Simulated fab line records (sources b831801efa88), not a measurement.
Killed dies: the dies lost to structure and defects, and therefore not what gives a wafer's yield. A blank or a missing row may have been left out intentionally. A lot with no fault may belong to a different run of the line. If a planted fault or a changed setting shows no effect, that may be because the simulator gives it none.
fab line records	flow sky130
record: lots: 6	wafers: 18	lastDay: 49
route steps=708 shown GATE_OXIDE@201 POLY_GATE@204 RES_PROTECT@206 PAD_OPEN@708
lots with no fault: from the same line, run without faults
startH: hours from the record's first day to the start of the lot's first wafer shown	waitH: hours elapsed since this lot's preceding step	" repeats the value in the row above	L1.1+2: several wafers, shown together as one row	- no value present, or no start provided	* or withheld: withheld	< > ~ a bound
route shown NAME@n: NAME is a module with steps in the file, n the number in the route of the first one	usual: average and standard deviation across the fault-free wafers	same: alike in all rows	chamber/n: place in a boat	sites: the reading at each site	_std_site: the values' standard deviation	_edge_site: outer sites' mean less inner sites'	radiusMm: for every site, how far away it sits from the centre of the wafer	mask NAME#n: copy n	behind: the last tool/chamber to shape the wafer	hold: reason for holding the lot/hours on hold/outcome of the hold	device: the n, p or np transistor that did not switch	end of line: at the end of the route, the tests of the same wafers	a step without rows: its recipe alone	killed: count of dies lost to structure and defects at first sort (not the wafer's yield)	map: per-die view of a wafer (x killed, . not killed, _ where there is no die)
set.NAME: the run value of the setting; set.NAME@STEP: its run value at that earlier step	model.NAME: the simulator's own value behind a step, which no gauge read
lots seen at some steps along the route; tables by step, rows by wafer
services: from which hour (startH, from the record's first day; less than 0 if before it) a tool's chamber was out of use, for how many hours, and why
== steps ==
step: SKY_GATE_OXIDE_TW_MEAS_14
usual: GATE_OXIDE_TW: 223.0/1.5
lot.wafer	tool	chamber	startH	waitH	GATE_OXIDE_TW
L639.1	filmMetro-02	-	314.89	0.1	225.2
L639.4	"	-	"	"	225.0
L639.5	"	-	"	"	225.1
L649.2	filmMetro-02	-	399.91	0.1	224.2
L649.3	"	-	"	"	223.2
L649.4	"	-	"	"	223.0
L653.2	filmMetro-03	-	439.76	0.1	223.1
L653.3	"	-	"	"	222.0
L653.6	"	-	"	"	223.4
L654.1	filmMetro-04	-	446.02	0.1	221.0
L654.2	"	-	"	"	220.2
L654.5	"	-	"	"	220.2
L655.3	filmMetro-04	-	448.86	0.1	220.4
L655.5	"	-	"	"	220.6
L655.6	"	-	"	"	220.7
L656.1	filmMetro-04	-	455.79	0.1	220.9
L656.2	"	-	"	"	221.6
L656.4	"	-	"	"	221.5
step: SKY_GATE_OXIDE_CLEAN_15
recipe: chemistry: SC1/SC2	mix: 1:4:20	tempC: 70	timeS: 150	dry: n2Spin
step: SKY_GATE_OXIDE_OXIDATION_16
recipe: tempC: 800	ambient: O2	idleTempC: 700	rampUpCPerMin: 10	rampDownCPerMin: 3	stabiliseS: 600	purgeS: 300	targetThkA: 35.7	oxTimeS: 1915
step: SKY_POLY_GATE_CVD_00
recipe: material: poly-Si	targetThkNm: 180	tempC: 620	timeS: 720	pressureMtorr: 191.2
step: SKY_POLY_GATE_THK_MEAS_01
recipe: reads: poly-Si_of_POLY_GATE_CVD_00
usual: POLY_GATE_CVD_00_THK: 175.8/1.7
lot.wafer	tool	chamber	startH	waitH	POLY_GATE_CVD_00_THK[nm]
L639.1	filmMetro-03	-	317.91	0.0	179.7
L639.4	"	-	"	"	178.5
L639.5	"	-	"	"	178.3
L649.2	filmMetro-03	-	403.35	0.0	174.1
L649.3	"	-	"	"	173.5
L649.4	"	-	"	"	174.5
L653.2	filmMetro-01	-	442.60	0.0	175.2
L653.3	"	-	"	"	175.0
L653.6	"	-	"	"	173.9
L654.1	filmMetro-03	-	449.57	0.0	175.6
L654.2	"	-	"	"	174.1
L654.5	"	-	"	"	173.8
L655.3	filmMetro-01	-	454.15	0.0	174.6
L655.5	"	-	"	"	174.3
L655.6	"	-	"	"	173.7
L656.1	filmMetro-03	-	458.63	0.0	175.3
L656.2	"	-	"	"	174.8
L656.4	"	-	"	"	175.2
step: SKY_RES_PROTECT_DEHYDRATE_00
recipe: tempC: 200	timeS: 60
step: SKY_RES_PROTECT_HMDS_01
recipe: primeTimeS: 60	primeTempC: 120
step: SKY_RES_PROTECT_COAT_02
recipe: resist: NOVOLAK	spinRpm: 3000	resistThkNm: 1140
step: SKY_RES_PROTECT_SOFTBAKE_03
recipe: tempC: 90	timeS: 60	resist: NOVOLAK
step: SKY_RES_PROTECT_EXPOSE_04
recipe: maskId: RPM	na: 0.6	sourceShape: conventional	sigmaOuter: 0.6	polarization: unpolarized	targetCdNm: 1270	doseMj: 131
step: SKY_RES_PROTECT_PEB_05
recipe: tempC: withheld	timeS: *	resist: NOVOLAK
step: SKY_RES_PROTECT_DEVELOP_06
recipe: resist: NOVOLAK	developer: TMAH	developTimeS: 60	devTempC: 23
step: SKY_POLY_GATE_IMPLANT_02
recipe: species: P	energyKev: 30	doseCm2: 7.7e+15	tiltDeg: 0
usual: doseIonsCm2: 7.699e+15/7.8e+12
lot.wafer	tool	chamber	startH	waitH	doseIonsCm2
L639.1	implanter-02	0	344.45	0.1	7.69e+15
L639.4	"	0	"	"	7.692e+15
L639.5	"	0	"	"	7.688e+15
L649.2	implanter-01	0	433.73	0.1	7.698e+15
L649.3	"	0	"	"	7.696e+15
L649.4	"	0	"	"	7.698e+15
L653.2	implanter-01	0	473.33	0.1	6.305e+15
L653.3	"	0	"	"	6.304e+15
L653.6	"	0	"	"	6.295e+15
L654.1	implanter-01	0	479.97	0.1	6.304e+15
L654.2	"	0	"	"	6.305e+15
L654.5	"	0	"	"	6.303e+15
L655.3	implanter-04	0	484.57	0.1	7.687e+15
L655.5	"	0	"	"	7.703e+15
L655.6	"	0	"	"	7.704e+15
L656.1	implanter-04	0	488.72	0.1	7.688e+15
L656.2	"	0	"	"	7.696e+15
L656.4	"	0	"	"	7.688e+15
step: SKY_RES_PROTECT_STRIP_07
recipe: chemistry: O2/N2	powerW: 1400	pressureMtorr: 1500	platenTempC: withheld	o2FlowSccm: 3000	n2FlowSccm: 300	overashFraction: 0.5
usual: drypumpMotorCurrentA: 5.7/0.61	oesProductAu: 0.518/0.0042	stripTimeToEndpointS: 23.30/0.041
same: overashFraction: 0.5
lot.wafer	tool	chamber	startH	waitH	drypumpMotorCurrentA	oesProductAu	rfHoursCounterH	stripTimeToEndpointS
L639.1	plasmaAsher-01	1	344.60	0.1	6.1	0.509	62	23.30
L639.4	"	1	"	"	6.1	0.515	-	23.29
L639.5	"	0	"	"	6.5	0.516	-	23.30
L649.2	plasmaAsher-01	1	433.85	0.1	6.1	0.524	0	23.29
L649.3	"	0	"	"	6.5	0.516	-	23.38
L649.4	"	1	"	"	6.1	0.522	-	23.28
L653.2	plasmaAsher-01	0	473.45	0.1	6.5	0.534	4	22.53
L653.3	"	1	"	"	6.1	0.531	-	22.53
L653.6	"	1	"	"	6.1	0.532	-	22.48
L654.1	plasmaAsher-01	0	480.12	0.1	6.5	0.530	5	22.45
L654.2	"	1	"	"	6.1	0.521	5	22.44
L654.5	"	1	"	"	6.1	0.535	-	22.46
L655.3	plasmaAsher-03	1	484.71	0.1	5.9	0.517	-	23.30
L655.5	"	0	"	"	4.9	0.520	-	23.32
L655.6	"	1	"	"	5.9	0.522	-	23.36
L656.1	plasmaAsher-04	0	488.87	0.1	6.0	0.520	82	23.33
L656.2	"	1	"	"	4.9	0.514	82	23.34
L656.4	"	0	"	"	6.0	0.520	-	23.34
step: SKY_RES_PROTECT_TW_MEAS_08
usual: POLY_GATE_TW: 4018/26
lot.wafer	tool	chamber	startH	waitH	POLY_GATE_TW
L639.1	filmMetro-04	-	344.70	0.1	3986
L639.4	"	-	"	"	3975
L639.5	"	-	"	"	3970
L649.2	filmMetro-04	-	433.96	0.1	4005
L649.3	"	-	"	"	4007
L649.4	"	-	"	"	3992
L653.2	filmMetro-02	-	473.56	0.1	3960
L653.3	"	-	"	"	3967
L653.6	"	-	"	"	3939
L654.1	filmMetro-02	-	480.22	0.1	3983
L654.2	"	-	"	"	4001
L654.5	"	-	"	"	3970
L655.3	filmMetro-02	-	484.79	0.1	4047
L655.5	"	-	"	"	4037
L655.6	"	-	"	"	4037
L656.1	filmMetro-02	-	488.97	0.1	4034
L656.2	"	-	"	"	4042
L656.4	"	-	"	"	4039
step: SKY_PAD_OPEN_PROBE_99
usual: killed_at_M0_to_M3: 44/6.8	killed_at_M4_up: 3.1/1.9	killedAtContacts: 25/5.9	killedAtFrontEnd: 15/4.3	killedAtOther: 0.2/0.51	killedDies: 87/11	killedOnRim: 17/3.6	killedOpen: 47/7.9	killedShort: 39/6.4
same: grossDies: 492	killedAtBackSide: 0
lot.wafer	tool	chamber	startH	waitH	killed_at_M0_to_M3	killed_at_M4_up	killedAtContacts	killedAtFrontEnd	killedAtOther	killedDies	killedOnRim	killedOpen	killedShort	model.etest.resPoly.lineOhmUm	model.etest.liconPoly.rcOhm	model.etest.resPoly.rsOhmSq
L639.1	prober-01	-	1077.23	0.1	39	2	29	11	0	81	10	49	32	517.2	153	48.29
L639.4	prober-01	-	1077.38	0.2	38	3	20	17	1	79	14	39	40	498.8	147.4	48.24
L639.5	prober-01	-	1077.43	0.2	47	1	19	7	1	75	11	41	34	529.6	151.2	49.76
L649.2	prober-02	-	1141.64	0.1	39	1	39	20	0	99	20	65	34	517.5	151.1	49.72
L649.3	prober-02	-	1141.69	0.2	38	2	23	21	0	84	19	52	32	533	148	49.73
L649.4	prober-02	-	1141.74	0.2	38	0	24	18	0	80	17	43	37	508.6	156.5	49.85
L653.2	prober-02	-	1161.81	0.1	49	5	26	15	0	95	14	55	40	609.4	191.8	57.48
L653.3	prober-02	-	1161.86	0.2	44	3	27	13	0	87	16	50	37	613.5	188.7	57.37
L653.6	prober-02	-	1162.01	0.2	40	5	29	10	0	84	20	46	38	605.2	186.9	57
L654.1	prober-01	-	1165.05	0.1	44	2	23	14	1	84	13	46	38	629.5	194.7	58.7
L654.2	prober-01	-	1165.10	0.1	48	3	26	9	0	86	16	52	34	618.8	191.9	57.73
L654.5	prober-01	-	1165.25	0.2	55	3	23	17	1	99	18	53	46	644	191.9	59.62
L655.3	prober-02	-	1166.18	0.2	50	4	26	11	1	92	16	47	45	517.3	147.4	48.96
L655.5	prober-02	-	1166.28	0.2	47	3	30	26	0	106	22	52	54	515.2	140.2	48.3
L655.6	prober-02	-	1166.33	0.2	48	3	21	23	0	95	13	51	44	528	145.2	49.15
L656.1	prober-01	-	1168.94	0.1	37	8	31	21	1	98	22	56	42	507.5	149.8	49.06
L656.2	prober-01	-	1168.99	0.1	47	1	28	15	1	92	18	49	43	524.2	139.4	49.14
L656.4	prober-01	-	1169.09	0.2	44	1	29	11	0	85	12	45	40	521.2	150.1	49.64
killed by level:class
L639.1 VIA1:geometricParticle:open=16 CONTACT:geometricParticle:open=10 VIA3:geometricParticle:open=9 CONTACT:geometricParticle:short=6 METAL2:geometricParticle:short=6 LI_CONTACT:geometricParticle:open=5 LOCAL_INTERCONNECT:geometricParticle:short=5 POLY_GATE:geometricParticle:open=4
L639.4 CONTACT:geometricParticle:open=8 VIA1:geometricParticle:open=7 POLY_GATE:geometricParticle:open=6 METAL1:geometricParticle:short=6 METAL2:geometricParticle:short=5 CONTACT:geometricParticle:short=5 VIA3:geometricParticle:open=5 VIA2:geometricParticle:open=5
L639.5 VIA1:geometricParticle:short=10 CONTACT:geometricParticle:open=9 VIA2:geometricParticle:open=8 VIA3:geometricParticle:open=7 VIA1:geometricParticle:open=5 METAL2:geometricParticle:short=5 METAL1:geometricParticle:short=4 FIELD_ISO:geometricParticle:open=3
L649.2 LI_CONTACT:geometricParticle:open=12 CONTACT:geometricParticle:open=12 VIA3:geometricParticle:open=8 VIA2:geometricParticle:open=7 FIELD_ISO:geometricParticle:open=6 POLY_GATE:geometricParticle:open=6 LI_CONTACT:geometricParticle:short=5 LOCAL_INTERCONNECT:geometricParticle:short=5
L649.3 CONTACT:geometricParticle:open=9 FIELD_ISO:geometricParticle:short=8 VIA3:geometricParticle:open=8 LI_CONTACT:geometricParticle:open=6 VIA2:geometricParticle:open=6 VIA1:geometricParticle:open=6 FIELD_ISO:geometricParticle:open=4 POLY_GATE:geometricParticle:open=4
L649.4 CONTACT:geometricParticle:open=13 LI_CONTACT:geometricParticle:open=8 VIA1:geometricParticle:open=8 FIELD_ISO:geometricParticle:short=6 METAL2:geometricParticle:short=6 VIA3:geometricParticle:open=5 VIA1:geometricParticle:short=5 POLY_GATE:geometricParticle:short=4
L653.2 VIA1:geometricParticle:open=14 LI_CONTACT:geometricParticle:open=10 VIA3:geometricParticle:open=8 CONTACT:geometricParticle:open=7 VIA3:geometricParticle:short=7 FIELD_ISO:geometricParticle:open=5 VIA1:geometricParticle:short=5 METAL4:geometricParticle:short=5
L653.3 VIA1:geometricParticle:open=11 VIA1:geometricParticle:short=10 LI_CONTACT:geometricParticle:open=7 CONTACT:geometricParticle:open=7 FIELD_ISO:geometricParticle:open=6 VIA2:geometricParticle:open=6 METAL1:geometricParticle:short=5 CONTACT:geometricParticle:short=4
L653.6 CONTACT:geometricParticle:open=10 VIA1:geometricParticle:open=10 LI_CONTACT:geometricParticle:open=9 METAL2:geometricParticle:short=7 LOCAL_INTERCONNECT:geometricParticle:short=5 CONTACT:geometricParticle:short=4 METAL1:geometricParticle:short=4 VIA3:geometricParticle:short=4
L654.1 VIA1:geometricParticle:open=10 CONTACT:geometricParticle:open=8 VIA3:geometricParticle:open=8 LOCAL_INTERCONNECT:geometricParticle:short=7 FIELD_ISO:geometricParticle:short=6 LI_CONTACT:geometricParticle:open=5 METAL2:geometricParticle:short=5 VIA2:geometricParticle:short=5
L654.2 VIA1:geometricParticle:open=14 LI_CONTACT:geometricParticle:open=8 VIA3:geometricParticle:open=8 VIA2:geometricParticle:open=7 LOCAL_INTERCONNECT:geometricParticle:short=6 CONTACT:geometricParticle:open=6 METAL2:geometricParticle:short=6 VIA1:geometricParticle:short=5
L654.5 VIA1:geometricParticle:open=11 CONTACT:geometricParticle:open=9 LI_CONTACT:geometricParticle:open=8 VIA1:geometricParticle:short=7 VIA2:geometricParticle:open=7 VIA3:geometricParticle:short=7 VIA3:geometricParticle:open=7 POLY_GATE:geometricParticle:short=6
L655.3 VIA3:geometricParticle:open=11 VIA1:geometricParticle:open=10 LOCAL_INTERCONNECT:geometricParticle:short=9 METAL2:geometricParticle:short=6 CONTACT:geometricParticle:open=6 CONTACT:geometricParticle:short=6 POLY_GATE:geometricParticle:open=4 LI_CONTACT:geometricParticle:open=4
L655.5 CONTACT:geometricParticle:open=12 VIA2:geometricParticle:open=8 VIA1:geometricParticle:open=8 POLY_GATE:geometricParticle:short=8 LI_CONTACT:geometricParticle:open=7 FIELD_ISO:geometricParticle:short=6 POLY_GATE:geometricParticle:open=5 LOCAL_INTERCONNECT:geometricParticle:short=5
L655.6 VIA1:geometricParticle:open=13 POLY_GATE:geometricParticle:short=7 CONTACT:geometricParticle:open=6 VIA1:geometricParticle:short=6 VIA3:geometricParticle:open=6 FIELD_ISO:geometricParticle:open=5 FIELD_ISO:geometricParticle:short=5 METAL1:geometricParticle:short=5
L656.1 CONTACT:geometricParticle:open=18 VIA1:geometricParticle:open=8 CONTACT:geometricParticle:short=7 FIELD_ISO:geometricParticle:short=6 VIA2:geometricParticle:open=6 VIA1:geometricParticle:short=5 FIELD_ISO:geometricParticle:open=4 POLY_GATE:geometricParticle:open=4
L656.2 CONTACT:geometricParticle:open=11 VIA1:geometricParticle:open=11 VIA1:geometricParticle:short=8 VIA3:geometricParticle:open=7 METAL2:geometricParticle:short=7 LI_CONTACT:geometricParticle:open=6 CONTACT:geometricParticle:short=6 METAL1:geometricParticle:short=6
L656.4 CONTACT:geometricParticle:open=13 VIA2:geometricParticle:open=11 LI_CONTACT:geometricParticle:open=7 VIA1:geometricParticle:short=6 VIA2:geometricParticle:short=6 CONTACT:geometricParticle:short=5 METAL2:geometricParticle:short=5 FIELD_ISO:geometricParticle:open=4
== services ==
tool	chamber	startH	hours	kind
plasmaAsher-01	-	330.50	3.5	repair
plasmaAsher-03	-	337.37	36.5	pm
plasmaAsher-03	-	376.81	0.8	repair
plasmaAsher-04	-	384.56	5.2	pm
implanter-04	-	400.74	4.6	pm
plasmaAsher-03	-	404.21	0.4	repair
plasmaAsher-01	-	421.25	9.0	pm
plasmaAsher-01	0	421.25	9.0	ventCycle
plasmaAsher-01	1	421.25	9.0	ventCycle
plasmaAsher-01	0	430.25	-	clean
plasmaAsher-01	1	430.25	-	clean
plasmaAsher-04	-	433.49	3.8	repair
implanter-04	-	460.87	2.0	repair
plasmaAsher-01	-	462.33	2.8	pm
implanter-01	-	488.37	4.7	pm
== key ==
firstSign: step: SKY_POLY_GATE_IMPLANT_02	reading: doseIonsCm2	direction: down	sigmas: 99+	usual: *	struck: *
effect: step: SKY_RES_PROTECT_STRIP_07	reading: stripTimeToEndpointS	direction: down	sigmas: 20	usual: *	struck: *
effect: step: SKY_RES_PROTECT_TW_MEAS_08	reading: POLY_GATE_TW	direction: down	sigmas: 1.8	usual: 4018	struck: 3970
modelEffect: step: SKY_PAD_OPEN_PROBE_99	value: etest.resPoly.lineOhmUm	without: 524.8	struck: 620
metAt SKY_POLY_GATE_IMPLANT_02
struckWafers L653.2,L653.3,L653.6,L654.1,L654.2,L654.5
testerLeftOut L653,L654
onsetBetween 433.73 473.33
fault: kind: processParameterDrift	tool: implanter-01	chamber: -	onsetH: 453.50	steps: SKY_POLY_GATE_IMPLANT_02	channel: doseCm2	offset: *	shape: step	endH: 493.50	actsIn: *	stated: *
testerLeftOut: of these lots the tester's yield and bins aren't shown, on N5 and GAA mostly nor the transistor test; their killed dies are dies lost to structure and defects alone, not to doping, threshold or leakage, so they don't give the yield
